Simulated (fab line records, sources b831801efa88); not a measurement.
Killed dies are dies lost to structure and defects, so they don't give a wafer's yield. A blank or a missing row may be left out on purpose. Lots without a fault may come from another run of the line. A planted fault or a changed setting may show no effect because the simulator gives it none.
fab line records | flow gf180mcu
record lots=5 wafers=15 last_day=33
route steps=602 shown TOP_METAL@571 PASSIVATION@587
lots that met no fault: from a run of the same line without faults
start_h: hours from the record's first day to the start of the lot's first wafer shown | wait_h: hours since the lot's step before | " the same as in the row above | L1.1+2: a row that stands for several wafers | - no value, or no start given | * or withheld: withheld | < > ~ a bound
route shown NAME@n: a module of which the file shows steps, and the number in the route of the first | usual: mean/standard deviation of fault-free wafers | same: alike in all rows | chamber/n: place in a boat | sites: the reading at each site | _std_site: their standard deviation | _edge_site: outer sites' mean less inner sites' | radius_mm: how far each site lies from the wafer's centre | mask NAME#n: copy n | behind: the tool/chamber that last shaped the wafer | hold: why the lot was held/for how many hours/how that ended | device: the transistor (n, p or np) that didn't switch | end of line: the same wafers' tests at the end of the route | a step without rows: its recipe alone | killed: dies lost to structure and defects at the first sort, not the wafer's yield | map: a wafer's dies, x killed, . not, _ none there
set.NAME: the setting as run; set.NAME@STEP: as run at that earlier step | model.NAME: the simulator's own value behind a step, which no gauge read
lots at some steps of the route; a table a step, a row a wafer
services: from which hour (start_h, from the record's first day; less than 0 if before it) a tool's chamber was out of use, for how many hours, and why
## steps
# step GF_TOP_METAL_SPUTTER_04
# recipe material=TiN target_thk_nm=25 power_w=6500 time_s=20.8 chamber_pressure_pa=0.4
# usual throttle_valve_pct=29.9/1.1
# same time_s=20.8
# columns lot.wafer tool chamber start_h wait_h throttle_valve_pct
L074.2 pvd_sputter-03 - 629.11 0.0 28.6
L074.4 " - " " 31.3
L074.6 " - " " 31.2
L083.1 pvd_sputter-02 - 697.40 0.0 30.1
L083.2 " - " " 30.6
L083.5 " - " " 29.9
L086.3 pvd_sputter-04 - 720.65 0.0 30.8
L086.4 " - " " 30.3
L086.6 " - " " 30.6
L087.2 pvd_sputter-04 - 726.37 0.0 30.4
L087.3 " - " " 30.4
L087.6 " - " " 30.5
L095.1 pvd_sputter-04 - 768.95 0.0 30.3
L095.5 " - " " 29.8
L095.6 " - " " 30.3
# step GF_TOP_METAL_RS_MEAS_05
# recipe thk_meas_gauge=four-point-probe reads=TiN_of_TOP_METAL_SPUTTER_04+Ti_of_TOP_METAL_SPUTTER_03+AlCu_of_TOP_METAL_SPUTTER_02+TiN_of_TOP_METAL_SPUTTER_01+Ti_of_TOP_METAL_SPUTTER_00
# usual TOP_METAL_ALCU_RS=0.0328/0.00034
# columns lot.wafer tool chamber start_h wait_h TOP_METAL_ALCU_RS[ohm/sq]
L074.2 film_metro-01 - 629.16 0.0 0.0324
L074.4 " - " " 0.0330
L074.6 " - " " 0.0327
L083.1 film_metro-04 - 697.43 0.0 0.0324
L083.2 " - " " 0.0329
L083.5 " - " " 0.0327
L086.3 film_metro-03 - 720.72 0.1 0.0330
L086.4 " - " " 0.0330
L086.6 " - " " 0.0329
L087.2 film_metro-01 - 726.42 0.0 0.0330
L087.3 " - " " 0.0331
L087.6 " - " " 0.0332
L095.1 film_metro-04 - 768.98 0.0 0.0329
L095.5 " - " " 0.0334
L095.6 " - " " 0.0329
# step GF_TOP_METAL_THK_MEAS_06
# recipe thk_meas_gauge=xrf reads=AlCu_of_TOP_METAL_SPUTTER_02
# usual TOP_METAL_ALCU_THK=906/10
# columns lot.wafer tool chamber start_h wait_h TOP_METAL_ALCU_THK[nm]
L074.2 film_metro-01 - 629.27 0.1 927
L074.4 " - " " 904
L074.6 " - " " 917
L083.1 film_metro-04 - 697.55 0.1 914
L083.2 " - " " 907
L083.5 " - " " 909
L086.3 film_metro-03 - 720.82 0.1 897
L086.4 " - " " 903
L086.6 " - " " 904
L087.2 film_metro-01 - 726.53 0.1 908
L087.3 " - " " 903
L087.6 " - " " 905
L095.1 film_metro-04 - 769.10 0.1 899
L095.5 " - " " 881
L095.6 " - " " 903
# step GF_TOP_METAL_DEHYDRATE_07
# recipe temp_c=200 time_s=60
# same time_s=60
# columns lot.wafer tool chamber start_h wait_h
L074.2+4+6 litho_track-04 0 639.05 9.8
L083.1+2+5 litho_track-01 0 706.48 8.9
L086.3+4+6 litho_track-04 0 728.32 7.5
L087.2+3+6 litho_track-04 0 734.55 8.0
L095.1+5+6 litho_track-01 0 776.43 7.3
# step GF_TOP_METAL_HMDS_08
# recipe prime_time_s=60 prime_temp_c=120
# columns lot.wafer tool chamber start_h wait_h
L074.2+4+6 litho_track-04 0 639.20 0.1
L083.1+2+5 litho_track-01 0 706.63 0.1
L086.3+4+6 litho_track-04 0 728.47 0.1
L087.2+3+6 litho_track-04 0 734.70 0.1
L095.1+5+6 litho_track-01 0 776.58 0.1
# step GF_TOP_METAL_COAT_09
# recipe resist=NOVOLAK spin_rpm=3000 resist_thk_nm=1516
# usual dispense_pressure_kPa=48.4/1
# columns lot.wafer tool chamber start_h wait_h dispense_pressure_kPa
L074.2 litho_track-04 0 639.35 0.1 47.2
L074.4 " 0 " " 47.3
L074.6 " 0 " " 47.2
L083.1 litho_track-01 0 706.78 0.1 49.5
L083.2 " 0 " " 49.4
L083.5 " 0 " " 49.4
L086.3 litho_track-04 0 728.62 0.1 47.2
L086.4 " 0 " " 47.2
L086.6 " 0 " " 47.2
L087.2 litho_track-04 0 734.85 0.1 47.2
L087.3 " 0 " " 47.2
L087.6 " 0 " " 47.2
L095.1 litho_track-01 0 776.73 0.1 49.4
L095.5 " 0 " " 49.4
L095.6 " 0 " " 49.4
# step GF_TOP_METAL_SOFTBAKE_10
# recipe temp_c=90 time_s=60 resist=NOVOLAK
# same time_s=60
# columns lot.wafer tool chamber start_h wait_h
L074.2+4+6 litho_track-04 0 639.50 0.1
L083.1+2+5 litho_track-01 0 706.93 0.1
L086.3+4+6 litho_track-04 0 728.77 0.1
L087.2+3+6 litho_track-04 0 735.00 0.1
L095.1+5+6 litho_track-01 0 776.88 0.1
# step GF_TOP_METAL_EXPOSE_11
# recipe mask_id=MetalTop target_cd_nm=440 na=0.6 source_shape=conventional sigma_outer=0.6 dose_mj=170
# same sigma_outer=0.6
# columns lot.wafer tool chamber start_h wait_h mask
L074.2+4+6 iline_stepper-01 0 - - MetalTop#0
L083.1+2+5 iline_stepper-02 0 - - MetalTop#0
L086.3+4+6 iline_stepper-02 0 - - MetalTop#0
L087.2+3+6 iline_stepper-02 0 - - MetalTop#0
L095.1+5+6 iline_stepper-01 0 - - MetalTop#0
# step GF_TOP_METAL_PEB_12
# recipe temp_c=withheld time_s=* resist=NOVOLAK
# same time_s=*
# columns lot.wafer tool chamber start_h wait_h
L074.2+4+6 litho_track-03 0 - -
L083.1+2+5 litho_track-01 0 - -
L086.3+4+6 litho_track-01 0 - -
L087.2+3+6 litho_track-01 0 - -
L095.1+5+6 litho_track-04 0 - -
# step GF_TOP_METAL_DEVELOP_13
# recipe develop_time_s=60 dev_temp_c=23
# same develop_time_s=60
# columns lot.wafer tool chamber start_h wait_h
L074.2+4+6 litho_track-03 0 648.83 0.1
L083.1+2+5 litho_track-01 0 716.23 0.1
L086.3+4+6 litho_track-01 0 737.43 0.1
L087.2+3+6 litho_track-01 0 743.81 0.1
L095.1+5+6 litho_track-04 0 784.42 0.1
# step GF_TOP_METAL_CD_MEAS_14
# recipe target_cd_nm=440
# usual cd_nm=439.3/2.4
# columns lot.wafer tool chamber start_h wait_h cd_nm
L074.2 cd_sem-02 - 649.06 0.2 438.8
L074.4 " - " " 439.3
L074.6 " - " " 441.8
L083.1 cd_sem-02 - 716.38 0.1 439.7
L083.2 " - " " 441.8
L083.5 " - " " 442.3
L086.3 cd_sem-01 - 737.57 0.1 442.1
L086.4 " - " " 442.0
L086.6 " - " " 439.6
L087.2 cd_sem-02 - 743.95 0.1 441.5
L087.3 " - " " 440.9
L087.6 " - " " 440.5
L095.1 cd_sem-01 - 784.63 0.2 437.5
L095.5 " - " " 438.2
L095.6 " - " " 438.4
# step GF_TOP_METAL_OVL_MEAS_15
# usual TOP_METAL_OVL=-0.4/1.5
# columns lot.wafer tool chamber start_h wait_h TOP_METAL_OVL[nm]
L074.2 overlay-02 - 649.17 0.1 -0.8
L074.4 " - " " -2.7
L074.6 " - " " -1.6
L083.1 overlay-01 - 716.50 0.1 1.8
L083.2 " - " " 1.3
L083.5 " - " " 0.1
L086.3 overlay-01 - 737.66 0.1 -3.0
L086.4 " - " " -3.5
L086.6 " - " " -3.2
L087.2 overlay-02 - 744.06 0.1 -1.6
L087.3 " - " " -3.0
L087.6 " - " " -2.2
L095.1 overlay-01 - 784.75 0.1 -0.3
L095.5 " - " " 2.2
L095.6 " - " " -0.9
# step GF_TOP_METAL_METAL_ETCH_16
# recipe chemistry=Cl2/BCl3 mask_material=NOVOLAK target_depth_nm=1197 stop_on=SiO2 pressure_mtorr=8 icp_w=800 bias_w=140 Cl2_flow_sccm=80 bcl3_flow_sccm=40 time_s=199.5
# usual bias_w=140.0/0.41 drypump_motor_current_A=5.5/0.38 he_backside_leak_sccm=3.31/0.15 mfc_cl2_sccm=80.03/0.26 oes_product_au=0.990/0.0054 throttle_valve_pct=28.230/0.0094
# same time_s=199.5
# columns lot.wafer tool chamber start_h wait_h bias_w drypump_motor_current_A he_backside_leak_sccm mfc_cl2_sccm oes_product_au rf_hours_counter_h throttle_valve_pct
L074.2 rie_metal-03 0 649.20 0.0 140.6 4.9 3.52 80.06 0.990 15 28.226
L074.4 " 0 " " 139.8 4.9 3.46 80.12 0.984 - 28.238
L074.6 " 0 " " 139.9 4.9 3.47 80.16 0.989 - 28.222
L083.1 rie_metal-03 0 716.54 0.0 139.2 4.9 3.45 79.91 0.985 3 28.246
L083.2 " 0 " " 139.8 4.9 3.41 79.86 0.988 - 28.232
L083.5 " 0 " " 139.6 4.9 3.57 80.01 0.981 - 28.243
L086.3 rie_metal-04 1 737.75 0.1 139.4 5.3 3.21 80.32 0.978 - 28.233
L086.4 " 0 " " 140.0 5.7 3.24 79.73 0.984 - 28.242
L086.6 " 1 " " 140.3 5.4 3.49 79.76 0.991 - 28.216
L087.2 rie_metal-01 0 744.09 0.0 140.0 5.7 3.40 80.35 0.991 10 28.231
L087.3 " 1 " " 139.7 6.0 3.38 80.19 0.998 - 28.240
L087.6 " 1 " " 139.4 6.0 3.21 80.52 0.989 - 28.226
L095.1 rie_metal-01 1 784.79 0.0 140.0 6.0 3.14 79.85 0.985 9 28.228
L095.5 " 1 " " 140.1 6.0 3.29 79.97 0.990 - 28.219
L095.6 " 0 " " 140.4 5.8 3.30 80.28 0.990 - 28.218
# step GF_TOP_METAL_STRIP_17
# recipe chemistry=O2/N2 power_w=1400 pressure_mtorr=1500 platen_temp_c=250 o2_flow_sccm=3000 n2_flow_sccm=300 overash_fraction=0.5
# usual drypump_motor_current_A=5.56/0.3 heater_power_w=360/27 o2_flow_sccm=3001/9.3 oes_product_au=0.711/0.0048 strip_time_to_endpoint_s=13.11/0.094
# columns lot.wafer tool chamber start_h wait_h drypump_motor_current_A heater_power_w o2_flow_sccm oes_product_au rf_hours_counter_h strip_time_to_endpoint_s
L074.2 plasma_asher-04 0 649.39 0.1 5.73 408 3002 0.717 54 13.17
L074.4 " 1 " " 5.58 365 2991 0.714 - 13.14
L074.6 " 0 " " 5.69 405 3001 0.704 - 13.13
L083.1 plasma_asher-01 1 717.05 0.4 5.71 325 3013 0.710 29 13.23
L083.2 " 0 " " 5.09 354 3010 0.713 29 13.16
L083.5 " 1 " " 5.72 331 2989 0.716 - 13.24
L086.3 plasma_asher-01 0 737.91 0.1 5.06 356 3005 0.721 - 13.38
L086.4 " 1 " " 5.71 339 3000 0.724 - 13.13
L086.6 " 1 " " 5.73 323 2999 0.714 - 13.25
L087.2 plasma_asher-01 0 744.28 0.1 5.09 361 2979 0.712 33 13.17
L087.3 " 0 " " 5.07 353 2985 0.707 - 13.07
L087.6 " 1 " " 5.72 329 2989 0.715 - 13.15
L095.1 plasma_asher-04 0 784.98 0.1 5.71 413 3004 0.709 69 13.13
L095.5 " 0 " " 5.71 410 2987 0.713 - 13.12
L095.6 " 1 " " 5.59 353 2985 0.715 - 13.25
# step GF_TOP_METAL_STRIP_18
# recipe chemistry=post_etch_residue_remover time_s=1200 temp_c=72.5
# same time_s=1200
# columns lot.wafer tool chamber start_h wait_h
L074.2+4+6 wet_bench-03 1 649.49 0.1
L083.1+2+5 wet_bench-04 2 717.15 0.1
L086.3+4+6 wet_bench-03 0 737.98 0.0
L087.2+3+6 wet_bench-03 1 744.38 0.1
L095.1+5+6 wet_bench-03 0 785.08 0.1
# step GF_TOP_METAL_CLEAN_19
# recipe chemistry=DIW dry=n2_spin
# columns lot.wafer tool chamber start_h wait_h
L074.2+4+6 wet_bench-03 3 649.83 0.0
L083.1+2+5 wet_bench-02 1 717.49 0.0
L086.3+4+6 wet_bench-02 3 738.66 0.0
L087.2+3+6 wet_bench-03 3 745.06 0.0
L095.1+5+6 wet_bench-04 0 785.45 0.0
# step GF_PASSIVATION_CVD_00
# recipe material=SiO2 target_thk_nm=1000 precursor=TEOS temp_c=400 time_s=111.95 rf_w=600
# usual heater_power_outer_w=355/78 heater_power_w=626/100
# same time_s=111.95
# columns lot.wafer tool chamber start_h wait_h heater_power_outer_w heater_power_w
L074.2 pecvd-01 1 649.92 0.0 386 631
L074.4 " 1 " " 304 505
L074.6 " 2 " " 254 509
L083.1 pecvd-01 0 717.58 0.0 367 671
L083.2 " 1 " " 399 637
L083.5 " 2 " " 255 514
L086.3 pecvd-04 0 738.76 0.0 509 804
L086.4 " 0 " " 398 650
L086.6 " 1 " " 261 513
L087.2 pecvd-01 0 745.25 0.0 389 698
L087.3 " 1 " " 306 500
L087.6 " 2 " " 252 506
L095.1 pecvd-04 1 785.55 0.0 239 470
L095.5 " 1 " " 282 545
L095.6 " 0 " " 405 656
# step GF_PASSIVATION_THK_MEAS_01
# recipe reads=SiO2_of_PASSIVATION_CVD_00
# usual PASSIVATION_CVD_00_THK=1001/12
# columns lot.wafer tool chamber start_h wait_h PASSIVATION_CVD_00_THK[nm]
L074.2 film_metro-01 - 650.01 0.0 991
L074.4 " - " " 1012
L074.6 " - " " 1010
L083.1 film_metro-01 - 717.66 0.0 1005
L083.2 " - " " 1003
L083.5 " - " " 1008
L086.3 film_metro-03 - 738.85 0.1 1008
L086.4 " - " " 1036
L086.6 " - " " 1014
L087.2 film_metro-02 - 745.34 0.1 975
L087.3 " - " " 989
L087.6 " - " " 994
L095.1 film_metro-02 - 785.62 0.0 1007
L095.5 " - " " 1015
L095.6 " - " " 1035
# step GF_PASSIVATION_CVD_02
# recipe material=Si3N4 target_thk_nm=700 time_s=486.18 temp_c=400 rf_w=450
# usual heater_power_outer_w=405/75 heater_power_w=692/98
# same time_s=486.18
# columns lot.wafer tool chamber start_h wait_h heater_power_outer_w heater_power_w
L074.2 pecvd-04 1 650.06 0.0 324 609
L074.4 " 2 " " 350 660
L074.6 " 1 " " 344 623
L083.1 pecvd-04 1 717.72 0.1 319 590
L083.2 " 0 " " 556 885
L083.5 " 1 " " 338 627
L086.3 pecvd-01 2 738.89 0.0 388 694
L086.4 " 2 " " 301 554
L086.6 " 0 " " 443 767
L087.2 pecvd-03 0 745.39 0.0 460 777
L087.3 " 2 " " 393 648
L087.6 " 1 " " 475 768
L095.1 pecvd-01 0 785.68 0.1 448 793
L095.5 " 0 " " 465 810
L095.6 " 1 " " 349 554
# step GF_PASSIVATION_THK_MEAS_03
# recipe reads=Si3N4_of_PASSIVATION_CVD_02
# usual PASSIVATION_CVD_02_THK=697/8.9
# columns lot.wafer tool chamber start_h wait_h PASSIVATION_CVD_02_THK[nm]
L074.2 film_metro-03 - 650.36 0.2 693
L074.4 " - " " 703
L074.6 " - " " 701
L083.1 film_metro-02 - 718.01 0.1 690
L083.2 " - " " 673
L083.5 " - " " 702
L086.3 film_metro-01 - 739.20 0.2 695
L086.4 " - " " 706
L086.6 " - " " 705
L087.2 film_metro-03 - 745.68 0.2 693
L087.3 " - " " 696
L087.6 " - " " 702
L095.1 film_metro-01 - 785.97 0.1 700
L095.5 " - " " 713
L095.6 " - " " 712
# step GF_PASSIVATION_DEHYDRATE_04
# recipe temp_c=200 time_s=60
# same time_s=60
# columns lot.wafer tool chamber start_h wait_h
L074.2+4+6 litho_track-03 0 659.93 9.6
L083.1+2+5 litho_track-04 0 726.07 8.1
L086.3+4+6 litho_track-03 0 747.35 8.1
L087.2+3+6 litho_track-04 0 753.05 7.4
L095.1+5+6 litho_track-04 0 793.32 7.3
# step GF_PASSIVATION_HMDS_05
# recipe prime_time_s=60 prime_temp_c=120
# columns lot.wafer tool chamber start_h wait_h
L074.2+4+6 litho_track-03 0 660.08 0.1
L083.1+2+5 litho_track-04 0 726.22 0.1
L086.3+4+6 litho_track-03 0 747.50 0.1
L087.2+3+6 litho_track-04 0 753.20 0.1
L095.1+5+6 litho_track-04 0 793.47 0.1
# step GF_PASSIVATION_COAT_06
# recipe spin_rpm=2000 resist_thk_nm=4000
# usual dispense_pressure_kPa=48.8/0.96
# columns lot.wafer tool chamber start_h wait_h dispense_pressure_kPa
L074.2 litho_track-03 0 660.23 0.1 48.9
L074.4 " 0 " " 48.9
L074.6 " 0 " " 48.9
L083.1 litho_track-04 0 726.37 0.1 47.2
L083.2 " 0 " " 47.2
L083.5 " 0 " " 47.1
L086.3 litho_track-03 0 747.65 0.1 48.9
L086.4 " 0 " " 48.9
L086.6 " 0 " " 48.9
L087.2 litho_track-04 0 753.35 0.1 47.2
L087.3 " 0 " " 47.1
L087.6 " 0 " " 47.2
L095.1 litho_track-04 0 793.62 0.1 47.2
L095.5 " 0 " " 47.2
L095.6 " 0 " " 47.2
# step GF_PASSIVATION_SOFTBAKE_07
# recipe temp_c=110 time_s=withheld
# columns lot.wafer tool chamber start_h wait_h
L074.2+4+6 litho_track-03 0 660.38 0.1
L083.1+2+5 litho_track-04 0 726.52 0.1
L086.3+4+6 litho_track-03 0 747.82 0.1
L087.2+3+6 litho_track-04 0 753.50 0.1
L095.1+5+6 litho_track-04 0 793.77 0.1
# step GF_PASSIVATION_EXPOSE_08
# recipe mask_id=Pad target_cd_nm=40000 na=0.57 dose_mj=310
# columns lot.wafer tool chamber start_h wait_h mask
L074.2+4+6 iline_stepper-02 0 - - Pad#0
L083.1+2+5 iline_stepper-01 0 - - Pad#0
L086.3+4+6 iline_stepper-02 0 - - Pad#0
L087.2+3+6 iline_stepper-02 0 - - Pad#0
L095.1+5+6 iline_stepper-02 0 - - Pad#0
# step GF_PASSIVATION_PEB_09
# recipe temp_c=115 time_s=withheld
# columns lot.wafer tool chamber start_h wait_h
L074.2+4+6 litho_track-04 0 - -
L083.1+2+5 litho_track-02 0 - -
L086.3+4+6 litho_track-04 0 - -
L087.2+3+6 litho_track-02 0 - -
L095.1+5+6 litho_track-04 0 - -
# step GF_PASSIVATION_DEVELOP_10
# recipe develop_time_s=60 dev_temp_c=23
# same develop_time_s=60
# columns lot.wafer tool chamber start_h wait_h
L074.2+4+6 litho_track-04 0 - -
L083.1+2+5 litho_track-02 0 - -
L086.3+4+6 litho_track-04 0 - -
L087.2+3+6 litho_track-02 0 - -
L095.1+5+6 litho_track-04 0 - -
# step GF_PASSIVATION_ETCH_11
# recipe chemistry=CF4/O2 target_depth_nm=2040 stop_on=TiN source_w=800 bias_w=150 pressure_mtorr=150 cf4_flow_sccm=80 O2_flow_sccm=10 time_s=453.3
# usual bias_w=150.0/0.45 drypump_motor_current_A=5.76/0.28 oes_product_au=0.989/0.0084 throttle_valve_pct=5.967/0.008
# same time_s=453.3
# columns lot.wafer tool chamber start_h wait_h bias_w drypump_motor_current_A oes_product_au rf_hours_counter_h throttle_valve_pct
L074.2 rie_diel-03 0 670.02 - 150.0 5.63 1.000 58 5.972
L074.4 " 1 " " 149.8 6.47 0.988 26 5.955
L074.6 " 0 " " 149.4 5.64 0.990 - 5.959
L083.1 rie_diel-02 3 735.36 - 150.2 5.88 0.992 7 5.980
L083.2 " 0 " " 149.7 5.36 0.983 10 5.965
L083.5 " 3 " " 150.5 5.86 0.989 - 5.970
L086.3 rie_diel-02 2 755.67 - 150.2 5.76 0.986 18 5.962
L086.4 " 0 " " 149.3 5.35 0.978 12 5.974
L086.6 " 1 " " 149.8 5.57 0.996 - 5.975
L087.2 rie_diel-03 1 761.96 - 149.8 6.40 0.998 29 5.969
L087.3 " 0 " " 150.9 5.63 0.999 1 5.959
L087.6 " 2 " " 150.1 6.02 0.994 - 5.968
L095.1 rie_diel-01 2 800.87 - 150.4 6.07 0.991 5 5.967
L095.5 " 3 " " 149.7 5.71 0.998 - 5.959
L095.6 " 0 " " 149.8 5.72 0.996 - 5.960
# step GF_PASSIVATION_STRIP_12
# recipe chemistry=O2/N2 power_w=1400 pressure_mtorr=1459 platen_temp_c=250 o2_flow_sccm=3000 n2_flow_sccm=300 overash_fraction=0.5
# usual drypump_motor_current_A=5.74/0.24 heater_power_w=365/23 o2_flow_sccm=3002/8.8 oes_product_au=0.715/0.004 strip_time_to_endpoint_s=33.2/0.32
# columns lot.wafer tool chamber start_h wait_h drypump_motor_current_A heater_power_w o2_flow_sccm oes_product_au rf_hours_counter_h strip_time_to_endpoint_s
L074.2 plasma_asher-03 1 670.29 0.1 6.06 359 2990 0.720 108 33.2
L074.4 " 1 " " 6.08 353 2988 0.711 - 33.3
L074.6 " 0 " " 5.57 361 2996 0.715 - 33.0
L083.1 plasma_asher-04 1 735.77 0.3 5.60 354 2998 0.714 64 33.2
L083.2 " 0 " " 5.71 409 2997 0.716 64 33.7
L083.5 " 0 " " 5.70 396 2998 0.712 - 33.0
L086.3 plasma_asher-04 1 755.97 0.2 5.58 361 3006 0.710 - 33.7
L086.4 " 0 " " 5.74 412 3004 0.719 - 33.6
L086.6 " 1 " " 5.59 361 3010 0.714 - 32.9
L087.2 plasma_asher-04 0 762.23 0.1 5.71 411 3008 0.725 67 33.4
L087.3 " 1 " " 5.61 354 3003 0.720 - 33.0
L087.6 " 0 " " 5.71 406 3014 0.714 - 33.1
L095.1 plasma_asher-04 0 801.14 0.1 5.71 400 3004 0.717 71 33.4
L095.5 " 1 " " 5.58 355 2986 0.717 - 33.4
L095.6 " 0 " " 5.71 409 3007 0.717 - 33.1
# step GF_PASSIVATION_ANNEAL_13
# recipe temp_c=400 time_s=1800 ambient=N2/H2 idle_temp_c=300 ramp_up_c_per_min=10 ramp_down_c_per_min=3
# usual ramp_down_c_per_min=3.0000/0.00056
# same time_s=1800
# columns lot.wafer tool chamber start_h wait_h ramp_down_c_per_min
L074.2 furnace-02 0 670.39 0.1 2.9995
L074.4 " 0 " " 3.0004
L074.6 " 0 " " 2.9999
L083.1 furnace-01 0 735.87 0.1 3.0000
L083.2 " 0 " " 2.9996
L083.5 " 0 " " 3.0001
L086.3 furnace-02 0 756.04 0.0 3.0001
L086.4 " 0 " " 3.0007
L086.6 " 0 " " 2.9997
L087.2 furnace-01 0 762.33 0.1 2.9996
L087.3 " 0 " " 3.0005
L087.6 " 0 " " 3.0001
L095.1 furnace-01 0 801.24 0.1 3.0004
L095.5 " 0 " " 2.9999
L095.6 " 0 " " 3.0003
# step GF_PASSIVATION_BOW_MEAS_14
# recipe mode=bow
# usual PASSIVATION_BOW=137/9.6
# columns lot.wafer tool chamber start_h wait_h PASSIVATION_BOW[um]
L074.2 film_metro-03 - 671.94 0.0 142
L074.4 " - " " 142
L074.6 " - " " 145
L083.1 film_metro-02 - 737.37 0.0 124
L083.2 " - " " 123
L083.5 " - " " 136
L086.3 film_metro-01 - 757.58 0.0 154
L086.4 " - " " 150
L086.6 " - " " 144
L087.2 film_metro-02 - 763.85 0.0 140
L087.3 " - " " 126
L087.6 " - " " 141
L095.1 film_metro-01 - 802.74 0.0 128
L095.5 " - " " 136
L095.6 " - " " 141
## services
# columns tool chamber start_h hours kind
furnace-01 - 605.24 3.2 pm
furnace-02 - 609.80 29.0 repair
rie_metal-03 - 614.99 14.6 pm
iline_stepper-02 - 617.10 4.3 repair
rie_diel-02 - 621.38 2.8 pm
iline_stepper-01 - 621.58 4.4 pm
pecvd-01 0 622.70 6.5 repair
rie_diel-02 2 624.25 5.9 repair
pvd_sputter-04 - 643.78 1.3 repair
furnace-01 - 646.02 18.0 pm
iline_stepper-02 - 652.62 1.7 pm
iline_stepper-01 - 656.40 4.6 repair
iline_stepper-01 - 672.98 1.7 pm
iline_stepper-01 - 693.64 2.1 pm
pecvd-01 - 696.11 0.7 repair
pecvd-01 1 699.50 12.6 repair
wet_bench-03 - 715.89 7.8 repair
furnace-01 - 723.00 4.8 pm
pecvd-01 0 746.87 6.4 repair
iline_stepper-01 - 762.49 8.3 repair
furnace-01 - 773.24 5.1 pm
iline_stepper-02 - 785.97 1.3 repair
iline_stepper-02 - 787.60 2.4 repair
pecvd-04 - 799.38 14.0 pm
## key
fault none
